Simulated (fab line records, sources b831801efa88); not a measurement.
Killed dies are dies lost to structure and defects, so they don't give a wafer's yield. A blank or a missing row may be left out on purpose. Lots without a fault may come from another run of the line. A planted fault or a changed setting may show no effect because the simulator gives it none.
fab line records | flow gf180mcu
record lots=5 wafers=15 last_day=33
route steps=602 shown V1@360 M2@362 V2@382
lots that met no fault: from a run of the same line without faults
start_h: hours from the record's first day to the start of the lot's first wafer shown | wait_h: hours since the lot's step before | " the same as in the row above | L1.1+2: a row that stands for several wafers | - no value, or no start given | * or withheld: withheld | < > ~ a bound
route shown NAME@n: a module of which the file shows steps, and the number in the route of the first | usual: mean/standard deviation of fault-free wafers | same: alike in all rows | chamber/n: place in a boat | sites: the reading at each site | _std_site: their standard deviation | _edge_site: outer sites' mean less inner sites' | radius_mm: how far each site lies from the wafer's centre | mask NAME#n: copy n | behind: the tool/chamber that last shaped the wafer | hold: why the lot was held/for how many hours/how that ended | device: the transistor (n, p or np) that didn't switch | end of line: the same wafers' tests at the end of the route | a step without rows: its recipe alone | killed: dies lost to structure and defects at the first sort, not the wafer's yield | map: a wafer's dies, x killed, . not, _ none there
set.NAME: the setting as run; set.NAME@STEP: as run at that earlier step | model.NAME: the simulator's own value behind a step, which no gauge read
lots at some steps of the route; a table a step, a row a wafer
services: from which hour (start_h, from the record's first day; less than 0 if before it) a tool's chamber was out of use, for how many hours, and why
## steps
# step GF_V1_THK_MEAS_25
# recipe thk_meas_gauge=xrf reads=W_of_V1_CVD_23
# usual V1_W_THK=336/3.7
# columns lot.wafer tool chamber start_h wait_h V1_W_THK[nm]
L082.1 film_metro-04 - 487.04 0.1 338
L082.2 " - " " 335
L082.6 " - " " 336
L083.2 film_metro-04 - 490.21 0.1 335
L083.3 " - " " 336
L083.5 " - " " 334
L088.1 film_metro-01 - 538.44 0.1 339
L088.3 " - " " 343
L088.6 " - " " 337
L092.4 film_metro-01 - 577.05 0.1 339
L092.5 " - " " 341
L092.6 " - " " 338
L094.4 film_metro-02 - 584.45 0.1 340
L094.5 " - " " 338
L094.6 " - " " 340
# step GF_V1_CMP_26
# recipe stop_on=SiO2 down_force_psi=3.5 platen_rpm=60 t_overpolish_s=15 target_thk_nm=0 pad_velocity_m_s=0.94248
# usual motor_current_A=10.9/0.94 overpolish_run_s=15.001/0.0086 time_to_endpoint_s=84.4/2.7
# columns lot.wafer tool chamber start_h wait_h motor_current_A overpolish_run_s time_to_endpoint_s
L082.2 cmp-02 1 487.10 0.0 11.3 15.003 87.4
L082.1 " 2 " " 9.5 14.996 85.7
L082.6 " 1 " " 11.3 14.987 87.9
L083.3 cmp-02 0 490.26 0.0 11.1 15.008 83.1
L083.2 " 1 " " 11.2 14.982 85.7
L083.5 " 1 " " 11.6 14.998 87.1
L088.1 cmp-01 0 538.60 0.1 10.3 15.007 85.6
L088.3 " 1 " " 10.8 15.019 86.8
L088.6 " 2 " " 11.2 15.019 84.7
L092.4 cmp-02 0 577.13 0.1 11.1 15.001 83.6
L092.5 " 3 " " 12.5 14.986 86.6
L092.6 " 0 " " 11.5 15.002 85.2
L094.4 cmp-02 0 584.53 0.1 11.2 14.994 85.6
L094.5 " 3 " " 12.7 15.017 82.9
L094.6 " 0 " " 11.2 15.000 84.0
# step GF_M2_SPUTTER_00
# recipe material=Ti target_thk_nm=37.5 arriving_ion_energy_ev=80 substrate_temp_c=200 chamber_pressure_pa=2 power_w=4000 time_s=150
# usual throttle_valve_pct=30.2/0.77
# same time_s=150
# columns lot.wafer tool chamber start_h wait_h throttle_valve_pct
L082.1 pvd_sputter-04 - 487.40 0.2 30.6
L082.2 " - " " 30.1
L082.6 " - " " 30.7
L083.2 pvd_sputter-02 - 490.56 0.2 31.4
L083.3 " - " " 30.4
L083.5 " - " " 31.6
L088.1 pvd_sputter-04 - 538.80 0.1 29.9
L088.3 " - " " 29.9
L088.6 " - " " 30.3
L092.4 pvd_sputter-02 - 577.38 0.2 29.4
L092.5 " - " " 31.4
L092.6 " - " " 30.1
L094.4 pvd_sputter-04 - 584.78 0.2 29.9
L094.5 " - " " 30.5
L094.6 " - " " 30.0
# step GF_M2_SPUTTER_01
# recipe material=TiN target_thk_nm=30 power_w=6500 time_s=25.93 chamber_pressure_pa=0.4
# usual throttle_valve_pct=30.2/0.77
# same time_s=25.93
# columns lot.wafer tool chamber start_h wait_h throttle_valve_pct
L082.1 pvd_sputter-04 - 487.50 0.1 30.4
L082.2 " - " " 30.0
L082.6 " - " " 30.6
L083.2 pvd_sputter-02 - 490.66 0.1 31.6
L083.3 " - " " 30.1
L083.5 " - " " 31.5
L088.1 pvd_sputter-04 - 538.90 0.1 29.8
L088.3 " - " " 29.7
L088.6 " - " " 30.4
L092.4 pvd_sputter-02 - 577.48 0.1 29.6
L092.5 " - " " 31.7
L092.6 " - " " 30.0
L094.4 pvd_sputter-04 - 584.88 0.1 30.2
L094.5 " - " " 30.6
L094.6 " - " " 30.0
# step GF_M2_SPUTTER_02
# recipe material=AlCu target_thk_nm=450 power_w=10600 time_s=23.9 chamber_pressure_pa=0.4
# usual throttle_valve_pct=30.2/0.78
# same time_s=23.9
# columns lot.wafer tool chamber start_h wait_h throttle_valve_pct
L082.1 pvd_sputter-04 - 487.53 0.0 30.6
L082.2 " - " " 30.0
L082.6 " - " " 30.7
L083.2 pvd_sputter-02 - 490.69 0.0 31.7
L083.3 " - " " 30.2
L083.5 " - " " 31.6
L088.1 pvd_sputter-04 - 538.93 0.0 29.7
L088.3 " - " " 30.0
L088.6 " - " " 30.7
L092.4 pvd_sputter-02 - 577.51 0.0 29.5
L092.5 " - " " 31.3
L092.6 " - " " 29.9
L094.4 pvd_sputter-04 - 584.91 0.0 30.1
L094.5 " - " " 30.7
L094.6 " - " " 30.0
# step GF_M2_SPUTTER_03
# recipe material=Ti target_thk_nm=10 substrate_temp_c=300 chamber_pressure_pa=0.3 power_w=3000 time_s=6.7
# usual throttle_valve_pct=30.2/0.75
# same time_s=6.7
# columns lot.wafer tool chamber start_h wait_h throttle_valve_pct
L082.1 pvd_sputter-04 - 487.56 0.0 30.5
L082.2 " - " " 30.1
L082.6 " - " " 30.7
L083.2 pvd_sputter-02 - 490.72 0.0 31.5
L083.3 " - " " 30.0
L083.5 " - " " 31.2
L088.1 pvd_sputter-04 - 538.96 0.0 29.9
L088.3 " - " " 30.0
L088.6 " - " " 30.5
L092.4 pvd_sputter-02 - 577.54 0.0 29.7
L092.5 " - " " 31.3
L092.6 " - " " 30.1
L094.4 pvd_sputter-04 - 584.94 0.0 29.9
L094.5 " - " " 30.5
L094.6 " - " " 29.9
# step GF_M2_SPUTTER_04
# recipe material=TiN target_thk_nm=50 power_w=6500 time_s=41.7 chamber_pressure_pa=0.4
# usual throttle_valve_pct=30.2/0.76
# same time_s=41.7
# columns lot.wafer tool chamber start_h wait_h throttle_valve_pct
L082.1 pvd_sputter-04 - 487.58 0.0 30.8
L082.2 " - " " 30.0
L082.6 " - " " 30.5
L083.2 pvd_sputter-02 - 490.74 0.0 31.6
L083.3 " - " " 30.0
L083.5 " - " " 31.2
L088.1 pvd_sputter-04 - 538.98 0.0 30.1
L088.3 " - " " 29.9
L088.6 " - " " 30.3
L092.4 pvd_sputter-02 - 577.56 0.0 29.9
L092.5 " - " " 31.5
L092.6 " - " " 30.3
L094.4 pvd_sputter-04 - 584.96 0.0 30.0
L094.5 " - " " 30.5
L094.6 " - " " 30.0
# step GF_M2_RS_MEAS_05
# recipe thk_meas_gauge=four-point-probe reads=TiN_of_M2_SPUTTER_04+Ti_of_M2_SPUTTER_03+AlCu_of_M2_SPUTTER_02+TiN_of_M2_SPUTTER_01+Ti_of_M2_SPUTTER_00
# usual M2_ALCU_RS=0.0695/0.00054
# columns lot.wafer tool chamber start_h wait_h M2_ALCU_RS[ohm/sq]
L082.1 film_metro-01 - 487.62 0.0 0.0700
L082.2 " - " " 0.0699
L082.6 " - " " 0.0704
L083.2 film_metro-01 - 490.80 0.0 0.0696
L083.3 " - " " 0.0695
L083.5 " - " " 0.0695
L088.1 film_metro-01 - 539.02 0.0 0.0698
L088.3 " - " " 0.0689
L088.6 " - " " 0.0684
L092.4 film_metro-02 - 577.66 0.1 0.0693
L092.5 " - " " 0.0696
L092.6 " - " " 0.0694
L094.4 film_metro-03 - 585.06 0.1 0.0686
L094.5 " - " " 0.0690
L094.6 " - " " 0.0693
# step GF_M2_THK_MEAS_06
# recipe thk_meas_gauge=xrf reads=AlCu_of_M2_SPUTTER_02
# usual M2_ALCU_THK=442/3.7
# columns lot.wafer tool chamber start_h wait_h M2_ALCU_THK[nm]
L082.1 film_metro-01 - 487.74 0.1 439
L082.2 " - " " 439
L082.6 " - " " 437
L083.2 film_metro-01 - 490.91 0.1 441
L083.3 " - " " 441
L083.5 " - " " 442
L088.1 film_metro-01 - 539.14 0.1 441
L088.3 " - " " 449
L088.6 " - " " 453
L092.4 film_metro-02 - 577.75 0.1 443
L092.5 " - " " 441
L092.6 " - " " 443
L094.4 film_metro-03 - 585.15 0.1 446
L094.5 " - " " 445
L094.6 " - " " 444
# step GF_M2_DEHYDRATE_07
# recipe temp_c=200 time_s=60
# same time_s=60
# columns lot.wafer tool chamber start_h wait_h
L082.1+2+6 litho_track-03 0 499.33 11.6
L083.2+3+5 litho_track-02 0 503.39 12.5
L088.1+3+6 litho_track-01 0 550.32 11.2
L092.4+5+6 litho_track-01 0 586.85 9.1
L094.4+5+6 litho_track-02 0 595.29 10.1
# step GF_M2_HMDS_08
# recipe prime_time_s=60 prime_temp_c=120
# columns lot.wafer tool chamber start_h wait_h
L082.1+2+6 litho_track-03 0 499.48 0.1
L083.2+3+5 litho_track-02 0 503.54 0.1
L088.1+3+6 litho_track-01 0 550.47 0.1
L092.4+5+6 litho_track-01 0 587.00 0.1
L094.4+5+6 litho_track-02 0 595.44 0.1
# step GF_M2_COAT_09
# recipe resist=KrF spin_rpm=withheld resist_thk_nm=1000
# columns lot.wafer tool chamber start_h wait_h
L082.1+2+6 litho_track-03 0 499.63 0.1
L083.2+3+5 litho_track-02 0 503.69 0.1
L088.1+3+6 litho_track-01 0 550.62 0.1
L092.4+5+6 litho_track-01 0 587.15 0.1
L094.4+5+6 litho_track-02 0 595.59 0.1
# step GF_M2_SOFTBAKE_10
# recipe temp_c=130 time_s=60 resist=KrF
# same time_s=60
# columns lot.wafer tool chamber start_h wait_h
L082.1+2+6 litho_track-03 0 499.78 0.1
L083.2+3+5 litho_track-02 0 503.84 0.1
L088.1+3+6 litho_track-01 0 550.77 0.1
L092.4+5+6 litho_track-01 0 587.30 0.1
L094.4+5+6 litho_track-02 0 595.74 0.1
# step GF_M2_EXPOSE_11
# recipe mask_id=Metal2 target_cd_nm=280 na=0.68 source_shape=conventional sigma_outer=0.6 dose_mj=28
# columns lot.wafer tool chamber start_h wait_h mask
L082.1+2+6 krf_scanner-01 0 - - Metal2#0
L083.2+3+5 krf_scanner-01 0 - - Metal2#0
L088.1+3+6 krf_scanner-01 0 - - Metal2#0
L092.4+5+6 krf_scanner-02 0 - - Metal2#0
L094.4+5+6 krf_scanner-01 0 - - Metal2#0
# step GF_M2_PEB_12
# recipe peb_temp_c=135 peb_time_s=90 resist=KrF
# same peb_time_s=90
# columns lot.wafer tool chamber start_h wait_h
L082.1+2+6 litho_track-03 0 - -
L083.2+3+5 litho_track-01 0 - -
L088.1+3+6 litho_track-01 0 - -
L092.4+5+6 litho_track-03 0 - -
L094.4+5+6 litho_track-03 0 - -
# step GF_M2_DEVELOP_13
# recipe develop_time_s=60 dev_temp_c=21
# columns lot.wafer tool chamber start_h wait_h
L082.1+2+6 litho_track-03 0 510.78 0.2
L083.2+3+5 litho_track-01 0 513.95 0.2
L088.1+3+6 litho_track-01 0 561.02 0.2
L092.4+5+6 litho_track-03 0 598.81 0.1
L094.4+5+6 litho_track-03 0 605.86 0.1
# step GF_M2_CD_MEAS_14
# recipe target_cd_nm=280
# usual cd_nm=280.3/1.2
# columns lot.wafer tool chamber start_h wait_h cd_nm
L082.1 cd_sem-01 - 510.93 0.1 280.5
L082.2 " - " " 278.9
L082.6 " - " " 278.3
L083.2 cd_sem-02 - 514.09 0.1 281.5
L083.3 " - " " 280.3
L083.5 " - " " 281.5
L088.1 cd_sem-01 - 561.17 0.1 280.4
L088.3 " - " " 281.3
L088.6 " - " " 280.5
L092.4 cd_sem-01 - 598.94 0.1 280.7
L092.5 " - " " 281.5
L092.6 " - " " 280.4
L094.4 cd_sem-02 - 605.99 0.1 282.2
L094.5 " - " " 281.7
L094.6 " - " " 281.3
# step GF_M2_OVL_MEAS_15
# usual M2_OVL=0/4.6
# columns lot.wafer tool chamber start_h wait_h M2_OVL[nm]
L082.1 overlay-01 - 511.05 0.1 -2
L082.2 " - " " -4
L082.6 " - " " -4
L083.2 overlay-02 - 514.20 0.1 3
L083.3 " - " " -1
L083.5 " - " " 4
L088.1 overlay-01 - 561.29 0.1 -7
L088.3 " - " " 0
L088.6 " - " " -3
L092.4 overlay-02 - 599.02 0.1 -2
L092.5 " - " " -6
L092.6 " - " " -4
L094.4 overlay-02 - 606.07 0.1 -4
L094.5 " - " " -3
L094.6 " - " " -1
# step GF_M2_METAL_ETCH_16
# recipe chemistry=Cl2/BCl3 mask_material=KrF target_depth_nm=627.5 stop_on=SiO2 pressure_mtorr=8 icp_w=800 bias_w=140 Cl2_flow_sccm=80 bcl3_flow_sccm=40 time_s=104.6
# usual bias_w=140.0/0.41 chamber_pressure_mTorr=8.000/0.008 drypump_motor_current_A=5.7/0.36 oes_product_au=0.973/0.0054 throttle_valve_pct=28.247/0.0089
# same time_s=104.6
# columns lot.wafer tool chamber start_h wait_h bias_w chamber_pressure_mTorr drypump_motor_current_A oes_product_au rf_hours_counter_h throttle_valve_pct
L082.1 rie_metal-03 1 511.09 0.0 139.8 8.001 6.2 0.976 12 28.244
L082.2 " 1 " " 140.5 8.000 6.2 0.966 - 28.236
L082.6 " 1 " " 140.3 7.994 6.2 0.960 - 28.258
L083.2 rie_metal-03 1 514.26 0.1 139.6 8.002 6.2 0.976 - 28.236
L083.3 " 1 " " 140.0 7.996 6.2 0.971 - 28.244
L083.5 " 1 " " 140.3 8.001 6.2 0.976 - 28.245
L088.1 rie_metal-02 1 561.33 0.0 140.4 8.013 5.7 0.977 1 28.263
L088.3 " 0 " " 140.1 8.008 5.6 0.969 - 28.251
L088.6 " 0 " " 140.4 7.992 5.6 0.973 - 28.235
L092.4 rie_metal-03 0 599.08 0.0 140.0 8.005 5.1 0.970 - 28.247
L092.5 " 1 " " 139.6 7.997 6.2 0.971 - 28.264
L092.6 " 0 " " 140.2 8.001 5.1 0.968 - 28.251
L094.4 rie_metal-03 1 606.13 0.0 139.3 7.994 6.2 0.978 - 28.246
L094.5 " 1 " " 139.6 8.017 6.2 0.976 - 28.236
L094.6 " 0 " " 140.0 7.995 5.1 0.974 - 28.249
# step GF_M2_STRIP_17
# recipe chemistry=O2/N2 power_w=1400 pressure_mtorr=1500 platen_temp_c=250 o2_flow_sccm=3000 n2_flow_sccm=300 overash_fraction=0.5
# usual chamber_pressure_mTorr=1499.9/1.4 drypump_motor_current_A=5.9/0.43 heater_power_w=357/36 oes_product_au=0.557/0.0053 strip_time_to_endpoint_s=7.859/0.029
# columns lot.wafer tool chamber start_h wait_h chamber_pressure_mTorr drypump_motor_current_A heater_power_w oes_product_au rf_hours_counter_h strip_time_to_endpoint_s
L082.1 plasma_asher-02 1 511.32 0.2 1498.4 5.8 398 0.553 86 7.832
L082.2 " 0 " " 1498.4 5.6 391 0.555 86 7.820
L082.6 " 1 " " 1499.7 5.8 420 0.557 - 7.853
L083.2 plasma_asher-03 1 514.45 0.1 1497.8 5.5 327 0.555 78 7.846
L083.3 " 1 " " 1499.7 5.5 310 0.560 - 7.854
L083.5 " 0 " " 1500.6 5.5 320 0.557 - 7.866
L088.1 plasma_asher-04 1 561.44 0.1 1503.5 6.6 365 0.556 13 7.859
L088.3 " 1 " " 1500.8 6.6 368 0.556 - 7.882
L088.6 " 1 " " 1500.4 6.6 357 0.552 - 7.877
L092.4 plasma_asher-02 0 599.19 0.1 1498.8 5.6 398 0.556 - 7.824
L092.5 " 1 " " 1500.1 5.8 407 0.553 - 7.827
L092.6 " 0 " " 1500.5 5.6 390 0.559 - 7.815
L094.4 plasma_asher-04 0 606.24 0.1 1499.3 6.3 330 0.565 - 7.881
L094.5 " 1 " " 1503.8 6.6 357 0.561 - 7.872
L094.6 " 0 " " 1501.1 6.3 341 0.561 - 7.827
# step GF_M2_STRIP_18
# recipe chemistry=post_etch_residue_remover time_s=1200 temp_c=72.5
# same time_s=1200
# columns lot.wafer tool chamber start_h wait_h
L082.1+2+6 wet_bench-04 0 511.42 0.1
L083.2+3+5 wet_bench-04 0 514.55 0.1
L088.1+3+6 wet_bench-04 3 561.54 0.1
L092.4+5+6 wet_bench-04 3 599.25 0.0
L094.4+5+6 wet_bench-01 0 606.30 0.0
# step GF_M2_CLEAN_19
# recipe chemistry=DIW dry=n2_spin
# columns lot.wafer tool chamber start_h wait_h
L082.1+2+6 wet_bench-02 2 511.76 0.0
L083.2+3+5 wet_bench-02 2 514.89 0.0
L088.1+3+6 wet_bench-02 3 561.91 0.0
L092.4+5+6 wet_bench-02 2 599.62 0.0
L094.4+5+6 wet_bench-04 1 606.64 0.0
# step GF_V2_CVD_00
# recipe material=SiO2 target_thk_nm=600 sigma_open_frac=0.3 temp_c=400 time_s=100 sih4_flow_sccm=60 pressure_mtorr=6
# usual pressure_mtorr=6.000/0.012
# same time_s=100
# columns lot.wafer tool chamber start_h wait_h pressure_mtorr
L082.1 hdpcvd-02 2 511.94 0.0 5.995
L082.2 " 0 " " 6.009
L082.6 " 1 " " 6.002
L083.2 hdpcvd-01 2 515.08 0.0 5.995
L083.3 " 0 " " 6.002
L083.5 " 2 " " 5.987
L088.1 hdpcvd-02 0 562.00 0.0 6.019
L088.3 " 2 " " 5.972
L088.6 " 2 " " 5.997
L092.4 hdpcvd-02 2 599.76 0.0 5.993
L092.5 " 0 " " 5.998
L092.6 " 1 " " 6.010
L094.4 hdpcvd-02 0 606.77 0.0 6.016
L094.5 " 1 " " 6.017
L094.6 " 2 " " 5.988
# step GF_V2_THK_MEAS_01
# recipe reads=SiO2_of_V2_CVD_00
# usual V2_CVD_00_THK=597/6.5
# columns lot.wafer tool chamber start_h wait_h V2_CVD_00_THK[nm]
L082.1 film_metro-04 - 512.02 0.0 601
L082.2 " - " " 586
L082.6 " - " " 594
L083.2 film_metro-03 - 515.16 0.0 594
L083.3 " - " " 596
L083.5 " - " " 601
L088.1 film_metro-01 - 562.08 0.0 588
L088.3 " - " " 599
L088.6 " - " " 595
L092.4 film_metro-01 - 599.83 0.0 589
L092.5 " - " " 587
L092.6 " - " " 596
L094.4 film_metro-04 - 606.84 0.0 592
L094.5 " - " " 588
L094.6 " - " " 593
# step GF_V2_CVD_02
# recipe material=SiO2 target_thk_nm=850 precursor=TEOS temp_c=400 time_s=94.851 rf_w=600
# usual heater_power_w=667/92
# same time_s=94.851
# columns lot.wafer tool chamber start_h wait_h heater_power_w
L082.1 pecvd-01 2 512.08 0.1 714
L082.2 " 1 " " 625
L082.6 " 0 " " 700
L083.2 pecvd-02 0 515.21 0.0 780
L083.3 " 2 " " 612
L083.5 " 1 " " 533
L088.1 pecvd-04 2 562.14 0.1 599
L088.3 " 1 " " 614
L088.6 " 0 " " 719
L092.4 pecvd-04 1 599.89 0.1 577
L092.5 " 2 " " 742
L092.6 " 0 " " 796
L094.4 pecvd-04 1 606.90 0.1 573
L094.5 " 0 " " 762
L094.6 " 2 " " 719
# step GF_V2_THK_MEAS_03
# recipe reads=SiO2_of_V2_CVD_02
# usual V2_CVD_02_THK=849/10
# columns lot.wafer tool chamber start_h wait_h V2_CVD_02_THK[nm]
L082.1 film_metro-01 - 512.15 0.0 853
L082.2 " - " " 842
L082.6 " - " " 862
L083.2 film_metro-04 - 515.29 0.0 839
L083.3 " - " " 845
L083.5 " - " " 849
L088.1 film_metro-04 - 562.21 0.0 843
L088.3 " - " " 846
L088.6 " - " " 855
L092.4 film_metro-04 - 599.96 0.0 852
L092.5 " - " " 850
L092.6 " - " " 855
L094.4 film_metro-01 - 606.97 0.0 836
L094.5 " - " " 841
L094.6 " - " " 841
# step GF_V2_CMP_04
# recipe material=SiO2 down_force_psi=4 platen_rpm=60 pad_velocity_m_s=0.94248
# usual motor_current_A=11.9/1.1 time_to_endpoint_s=80/4.6
# columns lot.wafer tool chamber start_h wait_h motor_current_A time_to_endpoint_s
L082.1 cmp-02 3 512.21 0.1 13.9 85
L082.2 " 2 " " 10.4 77
L082.6 " 3 " " 13.6 86
L083.3 cmp-02 1 515.44 0.1 11.5 80
L083.2 " 2 " " 9.9 76
L083.5 " 0 " " 13.3 81
L088.1 cmp-01 0 562.27 0.1 10.9 79
L088.3 " 1 " " 11.2 80
L088.6 " 1 " " 11.6 84
L092.4 cmp-02 0 599.99 0.0 13.7 84
L092.5 " 0 " " 13.0 86
L092.6 " 1 " " 12.9 88
L094.4 cmp-01 2 607.17 0.2 13.0 77
L094.6 " 3 " " 11.4 80
L094.5 " 0 " " 11.1 78
# step GF_V2_BOW_MEAS_05
# recipe mode=bow
# usual V2_BOW=98/8.6
# columns lot.wafer tool chamber start_h wait_h V2_BOW[um]
L082.1 film_metro-04 - 512.51 0.2 99
L082.2 " - " " 100
L082.6 " - " " 100
L083.2 film_metro-03 - 515.66 0.1 88
L083.3 " - " " 89
L083.5 " - " " 95
L088.1 film_metro-01 - 562.57 0.2 93
L088.3 " - " " 94
L088.6 " - " " 68
L092.4 film_metro-03 - 600.35 0.3 87
L092.5 " - " " 93
L092.6 " - " " 85
L094.4 film_metro-01 - 607.38 0.2 100
L094.5 " - " " 92
L094.6 " - " " 88
# step GF_V2_DEHYDRATE_06
# recipe temp_c=200 time_s=60
# same time_s=60
# columns lot.wafer tool chamber start_h wait_h
L082.1+2+6 litho_track-04 0 523.77 11.2
L083.2+3+5 litho_track-04 0 527.45 11.8
L088.1+3+6 litho_track-03 0 573.83 11.2
L092.4+5+6 litho_track-03 0 609.36 9.0
L094.4+5+6 litho_track-03 0 617.36 10.0
# step GF_V2_HMDS_07
# recipe prime_time_s=60 prime_temp_c=120
# columns lot.wafer tool chamber start_h wait_h
L082.1+2+6 litho_track-04 0 523.92 0.1
L083.2+3+5 litho_track-04 0 527.60 0.1
L088.1+3+6 litho_track-03 0 573.98 0.1
L092.4+5+6 litho_track-03 0 609.51 0.1
L094.4+5+6 litho_track-03 0 617.51 0.1
# step GF_V2_COAT_08
# recipe resist=BARC temp_c=withheld time_s=withheld spin_rpm=withheld resist_thk_nm=withheld
# columns lot.wafer tool chamber start_h wait_h
L082.1+2+6 litho_track-04 0 524.07 0.1
L083.2+3+5 litho_track-04 0 527.75 0.1
L088.1+3+6 litho_track-03 0 574.13 0.1
L092.4+5+6 litho_track-03 0 609.66 0.1
L094.4+5+6 litho_track-03 0 617.66 0.1
# step GF_V2_COAT_09
# recipe resist=KrF spin_rpm=withheld resist_thk_nm=989.5
# columns lot.wafer tool chamber start_h wait_h
L082.1+2+6 litho_track-04 0 - -
L083.2+3+5 litho_track-04 0 - -
L088.1+3+6 litho_track-03 0 - -
L092.4+5+6 litho_track-03 0 - -
L094.4+5+6 litho_track-03 0 - -
# step GF_V2_SOFTBAKE_10
# recipe temp_c=130 time_s=60 resist=KrF
# same time_s=60
# columns lot.wafer tool chamber start_h wait_h
L082.1+2+6 litho_track-04 0 - -
L083.2+3+5 litho_track-04 0 - -
L088.1+3+6 litho_track-03 0 - -
L092.4+5+6 litho_track-03 0 - -
L094.4+5+6 litho_track-03 0 - -
# step GF_V2_EXPOSE_11
# recipe mask_id=Via2 target_cd_nm=260 na=0.68 source_shape=conventional sigma_outer=0.6 dose_mj=38
# columns lot.wafer tool chamber start_h wait_h mask
L082.1+2+6 krf_scanner-01 0 - - Via2#0
L083.2+3+5 krf_scanner-01 0 - - Via2#0
L088.1+3+6 krf_scanner-01 0 - - Via2#0
L092.4+5+6 krf_scanner-01 0 - - Via2#0
L094.4+5+6 krf_scanner-01 0 - - Via2#0
# step GF_V2_PEB_12
# recipe peb_temp_c=135 peb_time_s=90 resist=KrF
# same peb_time_s=90
# columns lot.wafer tool chamber start_h wait_h
L082.1+2+6 litho_track-02 0 - -
L083.2+3+5 litho_track-02 0 - -
L088.1+3+6 litho_track-04 0 - -
L092.4+5+6 litho_track-02 0 - -
L094.4+5+6 litho_track-02 0 - -
# step GF_V2_DEVELOP_13
# recipe develop_time_s=60 resist=KrF dev_temp_c=21
# columns lot.wafer tool chamber start_h wait_h
L082.1+2+6 litho_track-02 0 535.12 0.2
L083.2+3+5 litho_track-02 0 538.09 0.2
L088.1+3+6 litho_track-04 0 584.32 0.2
L092.4+5+6 litho_track-02 0 620.69 0.1
L094.4+5+6 litho_track-02 0 627.94 0.1
# step GF_V2_CD_MEAS_14
# recipe target_cd_nm=260
# usual cd_nm=259.9/1.1
# columns lot.wafer tool chamber start_h wait_h cd_nm
L082.1 cd_sem-01 - 535.27 0.1 261.5
L082.2 " - " " 260.1
L082.6 " - " " 261.0
L083.2 cd_sem-02 - 538.24 0.1 259.0
L083.3 " - " " 258.2
L083.5 " - " " 259.0
L088.1 cd_sem-01 - 584.47 0.1 257.0
L088.3 " - " " 257.4
L088.6 " - " " 258.8
L092.4 cd_sem-02 - 620.83 0.1 261.2
L092.5 " - " " 260.5
L092.6 " - " " 260.7
L094.4 cd_sem-01 - 628.08 0.1 259.1
L094.5 " - " " 260.4
L094.6 " - " " 260.0
# step GF_V2_OVL_MEAS_15
# usual V2_OVL=3/4.9
# columns lot.wafer tool chamber start_h wait_h V2_OVL[nm]
L082.1 overlay-02 - 535.39 0.1 9
L082.2 " - " " 3
L082.6 " - " " 10
L083.2 overlay-02 - 538.35 0.1 7
L083.3 " - " " -1
L083.5 " - " " 3
L088.1 overlay-01 - 584.59 0.1 3
L088.3 " - " " 5
L088.6 " - " " 6
L092.4 overlay-01 - 620.91 0.1 -1
L092.5 " - " " -1
L092.6 " - " " 0
L094.4 overlay-02 - 628.16 0.1 6
L094.5 " - " " 3
L094.6 " - " " 10
# step GF_V2_ETCH_16
# recipe chemistry=N2/H2 target_depth_a=withheld overetch_a=withheld time_s=withheld target=BARC ion_energy_ev=200 source_w=500 bias_w=100 pressure_mtorr=30 n2_flow_sccm=100 h2_flow_sccm=200
# usual bias_w=100.0/0.33 chamber_pressure_mTorr=30.003/0.029 drypump_motor_current_A=5.7/0.52 oes_product_au=0.855/0.0051 throttle_valve_pct=13.224/0.0088
# columns lot.wafer tool chamber start_h wait_h bias_w chamber_pressure_mTorr drypump_motor_current_A oes_product_au throttle_valve_pct
L082.1 rie_diel-01 0 535.43 0.0 100.5 29.991 6.4 0.864 13.215
L082.2 " 2 " " 100.0 29.967 6.7 0.853 13.226
L082.6 " 2 " " 99.6 29.985 6.7 0.849 13.221
L083.2 rie_diel-01 3 538.38 0.0 99.9 30.000 5.7 0.860 13.220
L083.3 " 0 " " 100.2 30.018 6.4 0.852 13.252
L083.5 " 3 " " 99.8 29.969 5.7 0.851 13.223
L088.1 rie_diel-04 3 584.63 0.0 100.0 30.002 5.6 0.850 13.217
L088.3 " 1 " " 100.0 30.032 5.4 0.853 13.211
L088.6 " 0 " " 100.2 29.975 5.1 0.849 13.233
L092.4 rie_diel-04 3 620.92 0.0 99.9 29.945 5.6 0.849 13.232
L092.5 " 3 " " 100.3 30.005 5.6 0.857 13.211
L092.6 " 0 " " 99.8 30.031 5.1 0.861 13.232
L094.4 rie_diel-04 3 628.17 0.0 99.9 29.993 5.6 0.854 13.221
L094.5 " 2 " " 99.7 29.967 5.3 0.852 13.231
L094.6 " 3 " " 99.6 30.030 5.6 0.858 13.233
# step GF_V2_ETCH_17
# recipe chemistry=C4F8/O2/Ar mask_material=KrF target=SiO2 stop_on=TiN source_w=1500 bias_w=1200 pressure_mtorr=40 c4f8_flow_sccm=withheld O2_flow_sccm=6 Ar_flow_sccm=300 time_s=withheld target_depth_a=6300
# usual bias_w=1200/4 chamber_pressure_mTorr=40.00/0.033 oes_product_au=0.856/0.0044
# columns lot.wafer tool chamber start_h wait_h bias_w chamber_pressure_mTorr oes_product_au
L082.1 rie_diel-01 0 - - 1199 40.00 0.856
L082.2 " 2 " " 1202 40.04 0.852
L082.6 " 2 " " 1199 40.00 0.851
L083.2 rie_diel-01 3 - - 1198 39.98 0.850
L083.3 " 0 " " 1199 40.02 0.856
L083.5 " 3 " " 1197 39.97 0.856
L088.1 rie_diel-04 3 - - 1200 40.05 0.867
L088.3 " 1 " " 1206 40.01 0.857
L088.6 " 0 " " 1198 39.96 0.860
L092.4 rie_diel-04 3 - - 1200 39.94 0.855
L092.5 " 3 " " 1198 39.98 0.860
L092.6 " 0 " " 1207 39.95 0.851
L094.4 rie_diel-04 3 - - 1197 39.99 0.860
L094.5 " 2 " " 1208 40.03 0.857
L094.6 " 3 " " 1189 39.98 0.859
## services
# columns tool chamber start_h hours kind
krf_scanner-01 - 480.78 0.8 pm
pecvd-01 - 491.17 5.5 pm
krf_scanner-02 - 496.71 0.8 pm
hdpcvd-01 - 498.29 2.8 pm
pvd_sputter-02 - 499.30 2.0 repair
pecvd-04 - 499.79 2.8 pm
pvd_sputter-04 - 500.69 0.9 repair
rie_diel-01 - 501.26 0.3 repair
cmp-01 - 502.14 0.9 repair
cmp-01 - 520.97 0.2 repair
rie_diel-04 3 521.63 5.3 repair
rie_diel-04 0 528.81 12.8 repair
rie_diel-04 3 539.69 4.8 repair
cmp-01 - 553.92 4.2 pm
rie_metal-03 - 557.03 2.8 pm
rie_diel-04 0 557.96 1.7 repair
plasma_asher-02 - 569.62 0.6 repair
cmp-01 - 572.00 4.0 pm
cmp-01 - 585.98 2.4 repair
plasma_asher-02 - 599.28 10.0 pm
krf_scanner-01 - 604.56 1.3 pm
krf_scanner-01 - 610.97 1.0 pm
plasma_asher-02 - 624.53 14.2 pm
rie_diel-01 1 626.16 10.0 repair
## key
fault none
